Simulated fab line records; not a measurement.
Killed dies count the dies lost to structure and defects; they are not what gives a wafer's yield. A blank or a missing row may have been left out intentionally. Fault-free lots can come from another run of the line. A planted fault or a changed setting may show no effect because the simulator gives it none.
fab line records + flow sky130
record:
- lots: 4
- wafers: 12
- lastDay: 49
route steps=708 shown SD_N@352 SALICIDE@361 LI_CONTACT@362 LOCAL_INTERCONNECT@387 PAD_OPEN@708
lots with no fault: from the same line, run without faults
startH: hours from the record's first day to the start of the lot's first wafer shown + waitH: how many hours have passed since the lot's step before this one + " as in the row above + L1.1+2: one row covering several wafers at once + - no value, or no start given + * or withheld: withheld + < > ~ a bound
route shown NAME@n: a module of which the file shows steps, and the number in the route of the first + usual: the fault-free wafers' mean and standard deviation + same: alike in all rows + chamber/n: place in a boat + sites: readings site by site + _std_site: how widely they spread, as a standard deviation + _edge_site: the outer-site mean with the inner-site mean subtracted + radiusMm: for every site, how far away it sits from the centre of the wafer + mask NAME#n: copy n + behind: the most recent tool/chamber to have shaped the wafer + hold: the reason the lot was held/the length of the hold in hours/how it ended + device: the n, p or np transistor that did not switch + end of line: the tests these same wafers got at the end of their route + step lacking rows: just its recipe + killed: not the wafer's yield, but the dies lost to structure and defects at the first sort + map: dies across one wafer; x = killed, . = not, _ = none there
set.NAME: setting as actually run; set.NAME@STEP: the setting as run at that earlier step + model.NAME: the simulator's own value behind a step, which no gauge read
certain route steps with their lots: each step a table, each wafer a row
services: the hour from which a tool's chamber was out of use, counted from the record's first day as startH (under 0 if before that day), plus the number of hours and why
== steps ==
step: SKY_SD_N_IMPLANT_10
recipe:
- species: P
- energyKev: 20
- doseCm2: 1e+14
- tiltDeg: 0
step: SKY_SD_N_STRIP_11
recipe:
- chemistry: O2/N2
- powerW: 1400
- pressureMtorr: 1500
- platenTempC: withheld
- o2FlowSccm: 3000
- n2FlowSccm: 300
- overashFraction: 0.5
step: SKY_SD_N_CLEAN_13
recipe:
- chemistry: SC1/SC2
- mix: 1:4:20
- tempC: 70
- timeS: 150
- dry: n2Spin
step: SKY_SD_N_RTA_14
recipe:
- tempC: 1075
- timeS: 2
- idleTempC: 650
- rampUpCPerS: 150
- rampDownCPerS: 90
- ambient: N2
step: SKY_SALICIDE_CLEAN_00
recipe:
- chemistry: HF-last
- timeS: 30
- dilution: 100:1
- dry: ipaMarangoni
step: SKY_LI_CONTACT_HDPCVD_00
recipe:
- material: PSG
- targetThkNm: 930
- sigmaOpenFrac: 0.3
- timeS: 155
- tempC: 600
- sih4FlowSccm: 60
- pressureMtorr: 6
step: SKY_LI_CONTACT_CMP_02
recipe:
- material: PSG
- downForcePsi: 4
- platenRpm: 60
- padVelocityMS: 0.94248
usual:
- motorCurrentA: 11.9/1.2
- retainingRingPressureFrac: 1.000/0.0056
- timeToEndpointS: 33/3.1
| lot.wafer | tool   | chamber | startH | waitH | motorCurrentA | retainingRingPressureFrac | timeToEndpointS | model.PSG_of_LI_CONTACT_HDPCVD_00.thkNm |
|-----------|--------|---------|--------|-------|---------------|---------------------------|-----------------|-----------------------------------------|
| L995.2    | cmp-01 | 2       | 675.92 | 0.0   | 10.1          | 1.003                     | 29              | 596.8                                   |
| L995.3    | "      | 1       | "      | "     | 11.6          | 1.001                     | 34              | 599.6                                   |
| L995.5    | "      | 3       | "      | "     | 12.6          | 0.999                     | 32              | 597.5                                   |
| L102.2    | cmp-01 | 3       | 730.42 | 0.1   | 12.9          | 1.002                     | 30              | 596                                     |
| L102.3    | "      | 0       | "      | "     | 10.8          | 0.993                     | 28              | 596.2                                   |
| L102.5    | "      | 2       | "      | "     | 10.2          | 0.999                     | 30              | 597.6                                   |
| L106.1    | cmp-01 | 0       | 755.86 | 0.1   | 10.9          | 0.999                     | 37              | 596.7                                   |
| L106.4    | "      | 1       | "      | "     | 12.2          | 0.996                     | 48              | 536.7                                   |
| L106.2    | "      | 2       | "      | "     | 10.1          | 0.998                     | 34              | 595.2                                   |
| L110.3    | cmp-01 | 2       | 784.14 | 0.3   | 9.9           | 1.008                     | 34              | 597.2                                   |
| L110.5    | "      | 0       | "      | "     | 10.5          | 1.007                     | 35              | 599.1                                   |
| L110.6    | "      | 1       | "      | "     | 12.4          | 0.995                     | 44              | 539.2                                   |
step: SKY_LI_CONTACT_DEHYDRATE_04
recipe:
- tempC: 200
- timeS: 60
step: SKY_LI_CONTACT_HMDS_05
recipe:
- primeTimeS: 60
- primeTempC: 120
step: SKY_LI_CONTACT_COAT_06
recipe:
- resist: BARC
- tempC: withheld
- timeS: withheld
- spinRpm: 3000
- resistThkNm: 60
step: SKY_LI_CONTACT_COAT_07
recipe:
- resist: KrF-thick
- spinRpm: 3000
- resistThkNm: 450
step: SKY_LI_CONTACT_SOFTBAKE_08
recipe:
- tempC: 100
- timeS: 90
- resist: KrF-thick
step: SKY_LI_CONTACT_EXPOSE_09
recipe:
- maskId: LICM1
- na: 0.8
- sourceShape: annular
- sigmaInner: 0.55
- sigmaOuter: 0.85
- targetCdNm: 170
- doseMj: 38
step: SKY_LI_CONTACT_PEB_10
recipe:
- pebTempC: withheld
- pebTimeS: withheld
- resist: KrF-thick
step: SKY_LI_CONTACT_DEVELOP_11
recipe:
- developTimeS: 60
- resist: KrF-thick
- devTempC: 21
step: SKY_LI_CONTACT_ETCH_14
recipe:
- chemistry: N2/H2
- target: BARC
- ionEnergyEv: 200
- sourceW: 500
- biasW: 100
- pressureMtorr: 30
- n2FlowSccm: 100
- h2FlowSccm: 200
- stopOn: SiO2
- timeS: 45.9
- targetDepthA: 600
step: SKY_LI_CONTACT_ETCH_15
recipe:
- target: PSG
- chemistry: C4F8/O2/Ar
- stopOn: Si
- taperDeg: 4.15
- maskMaterial: KrF-thick
- sourceW: 1500
- biasW: 1200
- pressureMtorr: 40
- c4f8FlowSccm: withheld
- O2_flow_sccm: 6
- Ar_flow_sccm: 300
- timeS: withheld
- targetDepthA: 6000
usual:
- oesProductAu: 0.836/0.0049
| lot.wafer | tool       | chamber | startH | waitH | oesProductAu | model.etch.depthNm | model.LI_CONTACT.featureDepthNm |
|-----------|------------|---------|--------|-------|--------------|--------------------|---------------------------------|
| L995.2    | rieDiel-03 | 3       | 705.05 | 0.0   | 0.829        | 596.8              | 596.8                           |
| L995.3    | "          | 0       | "      | "     | 0.841        | 599.6              | 599.6                           |
| L995.5    | "          | 1       | "      | "     | 0.838        | 597.5              | 597.5                           |
| L102.2    | rieDiel-01 | 3       | 758.58 | 0.0   | 0.833        | 596                | 596                             |
| L102.3    | "          | 0       | "      | "     | 0.836        | 596.2              | 596.2                           |
| L102.5    | "          | 0       | "      | "     | 0.835        | 597.6              | 597.6                           |
| L106.1    | rieDiel-01 | 3       | 783.68 | 0.0   | 0.836        | 596.7              | 596.7                           |
| L106.2    | "          | 2       | "      | "     | 0.831        | 595.2              | 595.2                           |
| L106.4    | "          | 2       | "      | "     | 0.784        | 536.7              | 536.7                           |
| L110.3    | rieDiel-03 | 0       | 810.94 | 0.0   | 0.825        | 597.2              | 597.2                           |
| L110.5    | "          | 0       | "      | "     | 0.849        | 599.1              | 599.1                           |
| L110.6    | "          | 2       | "      | "     | 0.785        | 539.2              | 539.2                           |
step: SKY_LI_CONTACT_STRIP_16
recipe:
- chemistry: O2/N2
- powerW: 1400
- pressureMtorr: 1500
- platenTempC: withheld
- o2FlowSccm: 3000
- n2FlowSccm: 300
- overashFraction: 0.5
step: SKY_LI_CONTACT_CLEAN_17
recipe:
- chemistry: NMP
- timeS: 600
- tempC: 60
- dry: n2Spin
step: SKY_LI_CONTACT_PRE_CLEAN_18
recipe:
- gas: Ar
- timeS: 5.6
- biasV: 358
step: SKY_LI_CONTACT_SPUTTER_19
recipe:
- material: Ti
- targetThkNm: 20
- chamberPressurePa: 5
- powerW: 2500
- substrateTempC: 200
- timeS: 106.37
step: SKY_LI_CONTACT_SPUTTER_20
recipe:
- material: TiN
- targetThkNm: 20
- chamberPressurePa: 5
- powerW: 4000
- timeS: 80
step: SKY_LI_CONTACT_CVD_21
recipe:
- material: W
- targetThkNm: 400
- timeS: 120.56
- tempC: 400
- pressureTorr: 40
step: SKY_LI_CONTACT_CMP_24
recipe:
- stopOn: PSG
- tOverpolishS: 20
- downForcePsi: 3.5
- platenRpm: 60
- targetThkNm: 0
- padVelocityMS: 0.94248
usual:
- motorCurrentA: 10.9/1.2
- retainingRingPressureFrac: 1.000/0.0048
| lot.wafer | tool   | chamber | startH | waitH | motorCurrentA | retainingRingPressureFrac | model.PSG_of_LI_CONTACT_HDPCVD_00.thkNm |
|-----------|--------|---------|--------|-------|---------------|---------------------------|-----------------------------------------|
| L995.3    | cmp-02 | 1       | 705.89 | 0.0   | 11.1          | 1.009                     | 590.1                                   |
| L995.2    | "      | 2       | "      | "     | 12.4          | 1.001                     | 587.3                                   |
| L995.5    | "      | 1       | "      | "     | 11.1          | 1.008                     | 588.1                                   |
| L102.2    | cmp-01 | 2       | 759.45 | 0.1   | 9.1           | 0.997                     | 586.5                                   |
| L102.3    | "      | 0       | "      | "     | 9.5           | 1.008                     | 586.7                                   |
| L102.5    | "      | 2       | "      | "     | 9.4           | 1.000                     | 588.2                                   |
| L106.1    | cmp-01 | 2       | 784.50 | 0.1   | 9.4           | 1.007                     | 587.2                                   |
| L106.2    | "      | 0       | "      | "     | 10.1          | 1.001                     | 585.8                                   |
| L106.4    | "      | 1       | "      | "     | 11.3          | 0.994                     | 527.2                                   |
| L110.3    | cmp-02 | 1       | 811.91 | 0.2   | 10.7          | 0.991                     | 587.8                                   |
| L110.5    | "      | 2       | "      | "     | 12.1          | 0.995                     | 589.7                                   |
| L110.6    | "      | 3       | "      | "     | 10.5          | 1.000                     | 529.8                                   |
step: SKY_LOCAL_INTERCONNECT_SPUTTER_00
recipe:
- material: TiN
- targetThkNm: 100
- tempC: 300
- powerW: 6500
- timeS: 83.3
- chamberPressurePa: 0.4
step: SKY_PAD_OPEN_PROBE_99
usual:
- killed_at_M0_to_M3: 43/6.4
- killed_at_M4_up: 3.1/2
- killedAtContacts: 24/5.2
- killedAtFrontEnd: 15/4.3
- killedAtOther: 0.2/0.48
- killedDies: 85/9.7
- killedOpen: 47/6.9
- killedShort: 38/6.7
same:
- grossDies: 492
- killedAtBackSide: 0
| lot.wafer | tool      | chamber | startH  | waitH | killed_at_M0_to_M3 | killed_at_M4_up | killedAtContacts | killedAtFrontEnd | killedAtOther | killedDies | killedOpen | killedShort | model.etest.liconPdiff.rcOhm | model.etest.capLiToPoly.cAfUm2 | model.etest.liconNdiff.rcOhm | model.etest.liconPoly.rcOhm | model.etest.capLiToWell.cAfUm2 |
|-----------|-----------|---------|---------|-------|--------------------|-----------------|------------------|------------------|---------------|------------|------------|-------------|------------------------------|--------------------------------|------------------------------|-----------------------------|--------------------------------|
| L995.2    | prober-01 | -       | 1103.95 | 0.1   | 46                 | 3               | 26               | 15               | 1             | 91         | 48         | 43          | 584.4                        | 100.1                          | 179.7                        | 153.1                       | 36.63                          |
| L995.3    | prober-01 | -       | 1104.00 | 0.2   | 43                 | 1               | 25               | 15               | 1             | 85         | 53         | 32          | 610                          | 99.86                          | 190.5                        | 160.1                       | 36.39                          |
| L995.5    | prober-01 | -       | 1104.10 | 0.2   | 43                 | 2               | 26               | 25               | 0             | 96         | 51         | 45          | 605                          | 95.71                          | 188.3                        | 148.5                       | 37.48                          |
| L102.2    | prober-02 | -       | 1143.17 | 0.1   | 46                 | 4               | 12               | 16               | 0             | 78         | 43         | 35          | 597.1                        | 97.76                          | 178.6                        | 153.7                       | 36.61                          |
| L102.3    | prober-02 | -       | 1143.22 | 0.2   | 38                 | 2               | 17               | 20               | 0             | 77         | 41         | 36          | 584.9                        | 98.2                           | 176.7                        | 148.2                       | 37.12                          |
| L102.5    | prober-02 | -       | 1143.32 | 0.2   | 42                 | 9               | 28               | 15               | 0             | 94         | 53         | 41          | 575.3                        | 100.2                          | 186.2                        | 149.5                       | 36.83                          |
| L106.1    | prober-01 | -       | 1160.99 | 0.1   | 40                 | 7               | 27               | 25               | 0             | 99         | 59         | 40          | 588.4                        | 100.7                          | 187.9                        | 154.6                       | 37.45                          |
| L106.2    | prober-01 | -       | 1161.04 | 0.1   | 40                 | 9               | 28               | 10               | 0             | 87         | 43         | 44          | 593.5                        | 102                            | 191.3                        | 157.1                       | 37.65                          |
| L106.4    | prober-01 | -       | 1161.14 | 0.2   | 42                 | 2               | 22               | 18               | 0             | 84         | 50         | 34          | 578.4                        | 121.3                          | 173.3                        | 143.1                       | 39.07                          |
| L110.3    | prober-01 | -       | 1175.40 | 0.2   | 48                 | 6               | 24               | 24               | 2             | 104        | 49         | 55          | 607.5                        | 99.74                          | 181.7                        | 155.1                       | 37.23                          |
| L110.5    | prober-01 | -       | 1175.50 | 0.2   | 45                 | 4               | 10               | 12               | 0             | 71         | 40         | 31          | 603.8                        | 100                            | 184.4                        | 152.1                       | 36.69                          |
| L110.6    | prober-01 | -       | 1175.55 | 0.2   | 44                 | 3               | 22               | 23               | 1             | 93         | 49         | 44          | 568.3                        | 119.3                          | 165.6                        | 144.8                       | 39.02                          |
killed by level:class
L995.2 VIA1:geometricParticle:open=15 CONTACT:geometricParticle:open=9 LI_CONTACT:geometricParticle:open=8 POLY_GATE:geometricParticle:short=6 METAL2:geometricParticle:short=6 METAL1:geometricParticle:short=5 LI_CONTACT:geometricParticle:short=4 VIA2:geometricParticle:short=4
L995.3 VIA1:geometricParticle:open=17 CONTACT:geometricParticle:open=11 LI_CONTACT:geometricParticle:open=6 VIA2:geometricParticle:open=5 VIA3:geometricParticle:open=5 FIELD_ISO:geometricParticle:short=4 CONTACT:geometricParticle:short=4 VIA1:geometricParticle:short=4
L995.5 CONTACT:geometricParticle:open=11 POLY_GATE:geometricParticle:open=10 VIA1:geometricParticle:short=7 VIA3:geometricParticle:open=7 VIA1:geometricParticle:open=7 FIELD_ISO:geometricParticle:short=6 LOCAL_INTERCONNECT:geometricParticle:short=6 METAL1:geometricParticle:short=5
L102.2 VIA2:geometricParticle:open=11 VIA1:geometricParticle:open=10 VIA3:geometricParticle:open=9 FIELD_ISO:geometricParticle:open=5 POLY_GATE:geometricParticle:short=5 LOCAL_INTERCONNECT:geometricParticle:short=4 VIA1:geometricParticle:short=4 METAL4:geometricParticle:short=4
L102.3 VIA3:geometricParticle:open=8 FIELD_ISO:geometricParticle:open=7 VIA1:geometricParticle:open=7 METAL2:geometricParticle:short=6 LOCAL_INTERCONNECT:geometricParticle:short=5 CONTACT:geometricParticle:open=5 METAL1:geometricParticle:short=5 VIA2:geometricParticle:open=5
L102.5 VIA1:geometricParticle:open=11 CONTACT:geometricParticle:open=9 CONTACT:geometricParticle:short=6 LI_CONTACT:geometricParticle:open=6 VIA3:geometricParticle:open=6 VIA2:geometricParticle:open=5 METAL4:geometricParticle:short=5 FIELD_ISO:geometricParticle:open=4
L106.1 CONTACT:geometricParticle:open=11 LI_CONTACT:geometricParticle:open=8 VIA1:geometricParticle:open=7 POLY_GATE:geometricParticle:short=7 POLY_GATE:geometricParticle:open=6 VIA2:geometricParticle:open=6 VIA3:geometricParticle:open=6 METAL4:geometricParticle:short=6
L106.2 CONTACT:geometricParticle:open=8 LI_CONTACT:geometricParticle:open=7 VIA1:geometricParticle:short=7 VIA1:geometricParticle:open=7 LOCAL_INTERCONNECT:geometricParticle:short=6 METAL2:geometricParticle:short=5 METAL3:geometricParticle:short=5 METAL4:geometricParticle:short=5
L106.4 VIA3:geometricParticle:open=10 VIA2:geometricParticle:open=10 CONTACT:geometricParticle:open=8 FIELD_ISO:geometricParticle:open=6 VIA1:geometricParticle:open=6 LI_CONTACT:geometricParticle:open=5 CONTACT:geometricParticle:short=5 FIELD_ISO:geometricParticle:short=4
L110.3 VIA1:geometricParticle:open=10 VIA2:geometricParticle:open=9 CONTACT:geometricParticle:open=8 FIELD_ISO:geometricParticle:short=6 POLY_GATE:geometricParticle:open=6 CONTACT:geometricParticle:short=6 VIA1:geometricParticle:short=6 POLY_GATE:geometricParticle:short=4
L110.5 VIA1:geometricParticle:open=16 VIA3:geometricParticle:open=5 VIA2:geometricParticle:open=5 VIA1:geometricParticle:short=5 POLY_GATE:geometricParticle:open=4 METAL1:geometricParticle:short=4 CONTACT:geometricParticle:open=4 METAL4:geometricParticle:short=4
L110.6 VIA1:geometricParticle:open=9 VIA2:geometricParticle:open=8 FIELD_ISO:geometricParticle:open=7 LI_CONTACT:geometricParticle:open=7 CONTACT:geometricParticle:open=6 METAL3:geometricParticle:short=6 FIELD_ISO:geometricParticle:short=5 LOCAL_INTERCONNECT:geometricParticle:short=5
== services ==
| tool       | chamber | startH | hours | kind                          |
|------------|---------|--------|-------|-------------------------------|
| rieDiel-03 | 3       | 664.73 | 7.0   | repair                        |
| rieDiel-03 | -       | 696.78 | 0.4   | repair                        |
| rieDiel-01 | 2       | 713.40 | 5.1   | repair                        |
| cmp-02     | -       | 723.92 | 0.7   | repair                        |
| cmp-02     | -       | 731.34 | 12.4  | pm                            |
| rieDiel-03 | 3       | 731.95 | 4.3   | repair                        |
| cmp-01     | -       | 744.29 | 4.0   | pm                            |
| cmp-01     | -       | 748.29 | -     | consumableReplace:conditioner |
| cmp-01     | -       | 748.29 | -     | consumableReplace:pad         |
| cmp-01     | -       | 752.86 | 0.4   | repair                        |
| rieDiel-01 | 2       | 760.30 | 4.1   | repair                        |
| rieDiel-01 | 1       | 782.89 | -     | clean                         |
| rieDiel-01 | 1       | 782.89 | 15.2  | scheduledDown                 |
| rieDiel-01 | 1       | 782.89 | 15.2  | ventCycle                     |
| cmp-02     | -       | 783.91 | 3.3   | pm                            |
| rieDiel-01 | 2       | 794.17 | 1.7   | repair                        |
| rieDiel-03 | 1       | 807.43 | -     | clean                         |
| rieDiel-03 | 1       | 807.43 | 18.2  | scheduledDown                 |
| rieDiel-03 | 1       | 807.43 | 18.2  | ventCycle                     |
== key ==
firstSign:
- step: SKY_LI_CONTACT_ETCH_15
- reading: oesProductAu
- direction: down
- sigmas: 11
- usual: 0.836
- struck: 0.784
effect none on later readings
modelEffect:
- step: SKY_LI_CONTACT_CMP_02
- value: PSG_of_LI_CONTACT_HDPCVD_00.thkNm
- without: 597.7
- struck: 538
modelEffect:
- step: SKY_LI_CONTACT_ETCH_15
- value: etch.depthNm
- without: 597.7
- struck: 538
modelEffect:
- step: SKY_LI_CONTACT_CMP_24
- value: PSG_of_LI_CONTACT_HDPCVD_00.thkNm
- without: 588.2
- struck: 528.5
modelEffect:
- step: SKY_PAD_OPEN_PROBE_99
- value: etest.liconPdiff.rcOhm
- without: 600.9
- struck: 573.4
metAt SKY_LI_CONTACT_CMP_02
struckWafers L106.4,L110.6
testerLeftOut L106,L110
onsetBetween 675.92 755.86
fault:
- kind: processParameterDrift
- tool: cmp-01
- chamber: 1
- onsetH: 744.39
- steps: SKY_LI_CONTACT_CMP_02
- channel: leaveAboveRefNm
- offset: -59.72
- shape: step
- endH: 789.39
- actsIn: theseRecipesOnly
- stated: 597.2
testerLeftOut: of these lots the tester's yield and bins aren't shown, on N5 and GAA mostly nor the transistor test; their killed dies are dies lost to structure and defects alone, not to doping, threshold or leakage, so they don't give the yield
